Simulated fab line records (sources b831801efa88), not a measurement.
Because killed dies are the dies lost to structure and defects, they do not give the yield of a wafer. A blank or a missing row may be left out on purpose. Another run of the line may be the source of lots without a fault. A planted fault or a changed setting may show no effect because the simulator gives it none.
Matching of chambers -- flow gf180mcu -- cmp-01 running GF_V1_CMP_26: 4 sister chambers
The step polishes, stops on SiO2, t overpolish 15 s, target thk 0 nm. 4 wafers are shown with their chamber, then 10 later ones without.

EACH WAFER AND ITS CHAMBER
wafer,chamber,motor_current_A (A)
L086.3,0,10.9
L086.4,1,12.2
L087.4,2,11.9
L087.5,3,11.8

WAFERS WHOSE CHAMBER IS MISSING
wafer,motor_current_A (A)
L087.6,10.7
L088.4,11.8
L088.5,10.8
L088.6,11.9
L092.2,10.8
L092.3,11.2
L092.4,11.7
L097.2,12.2
L097.3,11.4
L097.6,11.8

WHICH CHAMBER EACH WENT THROUGH
wafer,from the rows above,in truth
L087.6,0,0
L088.4,can't be placed: 3 or 2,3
L088.5,0,0
L088.6,can't be placed: 2 or 3 or 1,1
L092.2,0,0
L092.3,can't be placed: 0 or 3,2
L092.4,can't be placed: 3 or 2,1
L097.2,can't be placed: 1 or 2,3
L097.3,can't be placed: 3 or 0 or 2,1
L097.6,can't be placed: 3 or 2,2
3 of 10 placed correctly. Not placeable from these rows: 7 (in 3, the candidates include the true chamber). 0 placed wrongly.
How it was worked out, from the rows above alone: a wafer's distance from a chamber is the root of the sum, over the readings, of the square of ((its reading less the chamber's mean) divided by the reading's scatter). The wafer belongs to the nearest chamber; if the next one is less than 2 further off, it can't be placed. Each chamber's mean is taken over the wafers shown for it. The scatter (one wafer shown for each chamber): square how far every hidden wafer sits from the nearest shown wafer, average those squares and take the square root.
